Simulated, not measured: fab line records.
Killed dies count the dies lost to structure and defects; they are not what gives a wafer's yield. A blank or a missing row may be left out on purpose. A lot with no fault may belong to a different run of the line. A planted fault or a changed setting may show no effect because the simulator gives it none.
Matching of chambers / flow sky130 / cmp-02 running SKY_VIA3_CMP_02: 4 sister chambers
The step polishes SiO2. 24 wafers are shown with their chamber, then 12 later ones without.

== WAFERS WITH THEIR CHAMBER ==
wafer=L075.2; chamber=3; motor_current_A (A)=11.3; platen_rpm (rpm)=59.97
wafer=L075.3; chamber=1; motor_current_A (A)=13.4; platen_rpm (rpm)=60.05
wafer=L075.6; chamber=2; motor_current_A (A)=11.4; platen_rpm (rpm)=60.05
wafer=L076.2; chamber=2; motor_current_A (A)=10.7; platen_rpm (rpm)=59.99
wafer=L076.4; chamber=0; motor_current_A (A)=12.1; platen_rpm (rpm)=60.00
wafer=L076.6; chamber=2; motor_current_A (A)=11.3; platen_rpm (rpm)=59.97
wafer=L080.2; chamber=1; motor_current_A (A)=12.4; platen_rpm (rpm)=59.99
wafer=L080.5; chamber=0; motor_current_A (A)=11.8; platen_rpm (rpm)=60.02
wafer=L080.6; chamber=1; motor_current_A (A)=13.1; platen_rpm (rpm)=60.02
wafer=L081.2; chamber=1; motor_current_A (A)=12.3; platen_rpm (rpm)=59.97
wafer=L081.3; chamber=3; motor_current_A (A)=10.6; platen_rpm (rpm)=59.97
wafer=L081.6; chamber=3; motor_current_A (A)=11.2; platen_rpm (rpm)=59.99
wafer=L082.1; chamber=3; motor_current_A (A)=10.9; platen_rpm (rpm)=60.00
wafer=L082.2; chamber=0; motor_current_A (A)=12.3; platen_rpm (rpm)=59.99
wafer=L082.3; chamber=1; motor_current_A (A)=12.8; platen_rpm (rpm)=59.95
wafer=L083.1; chamber=0; motor_current_A (A)=12.5; platen_rpm (rpm)=60.02
wafer=L083.2; chamber=2; motor_current_A (A)=11.2; platen_rpm (rpm)=60.02
wafer=L083.6; chamber=3; motor_current_A (A)=11.5; platen_rpm (rpm)=59.97
wafer=L084.1; chamber=0; motor_current_A (A)=11.7; platen_rpm (rpm)=59.95
wafer=L084.2; chamber=2; motor_current_A (A)=10.8; platen_rpm (rpm)=60.00
wafer=L084.3; chamber=3; motor_current_A (A)=11.3; platen_rpm (rpm)=60.02
wafer=L086.2; chamber=2; motor_current_A (A)=11.0; platen_rpm (rpm)=60.03
wafer=L086.4; chamber=1; motor_current_A (A)=13.1; platen_rpm (rpm)=60.03
wafer=L086.6; chamber=1; motor_current_A (A)=13.0; platen_rpm (rpm)=59.94

SIGNATURES (means of the wafers above)
reading=motor_current_A; chamber 0=12.080; chamber 1=12.871; chamber 2=11.067; chamber 3=11.133; scatter within a chamber=0.341
reading=platen_rpm; chamber 0=59.9960; chamber 1=59.9929; chamber 2=60.0100; chamber 3=59.9867; scatter within a chamber=0.0318
Rule: for a wafer and a chamber, the distance is found by dividing, reading by reading, the gap between the wafer's reading and the chamber's mean by the reading's scatter, squaring, summing and taking the root. If the next closest chamber is less than 2 further off than the closest, the wafer can't be placed; otherwise it belongs to the closest. The scatter: take each reading less its chamber's mean, square it, sum over the shown wafers, divide by the number of wafers less the number of chambers, and take the root.

== WAFERS MISSING THEIR CHAMBER ==
wafer=L087.3; motor_current_A (A)=11.3; platen_rpm (rpm)=59.95
wafer=L087.5; motor_current_A (A)=12.6; platen_rpm (rpm)=60.00
wafer=L087.6; motor_current_A (A)=12.6; platen_rpm (rpm)=59.98
wafer=L088.1; motor_current_A (A)=12.3; platen_rpm (rpm)=60.00
wafer=L088.3; motor_current_A (A)=11.5; platen_rpm (rpm)=59.96
wafer=L088.6; motor_current_A (A)=11.2; platen_rpm (rpm)=59.97
wafer=L097.1; motor_current_A (A)=12.8; platen_rpm (rpm)=59.96
wafer=L097.3; motor_current_A (A)=11.1; platen_rpm (rpm)=60.01
wafer=L097.6; motor_current_A (A)=12.5; platen_rpm (rpm)=59.99
wafer=L096.1; motor_current_A (A)=12.1; platen_rpm (rpm)=60.03
wafer=L096.5; motor_current_A (A)=11.1; platen_rpm (rpm)=59.98
wafer=L096.6; motor_current_A (A)=12.6; platen_rpm (rpm)=60.02

== WHICH CHAMBER EACH WENT THROUGH ==
wafer=L087.3; from the rows above=can't be placed: 3 or 2 or 0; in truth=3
wafer=L087.5; from the rows above=can't be placed: 1 or 0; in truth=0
wafer=L087.6; from the rows above=can't be placed: 1 or 0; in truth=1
wafer=L088.1; from the rows above=can't be placed: 0 or 1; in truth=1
wafer=L088.3; from the rows above=can't be placed: 3 or 2 or 0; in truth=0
wafer=L088.6; from the rows above=can't be placed: 3 or 2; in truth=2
wafer=L097.1; from the rows above=can't be placed: 1 or 0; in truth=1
wafer=L097.3; from the rows above=can't be placed: 2 or 3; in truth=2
wafer=L097.6; from the rows above=can't be placed: 1 or 0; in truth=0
wafer=L096.1; from the rows above=can't be placed: 0 or 1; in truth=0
wafer=L096.5; from the rows above=can't be placed: 3 or 2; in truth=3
wafer=L096.6; from the rows above=can't be placed: 1 or 0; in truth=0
Correct placement for 0 of the 12. Can't be placed from these rows: 12 (the true chamber is among the candidates in 12). Number placed wrongly: 0.
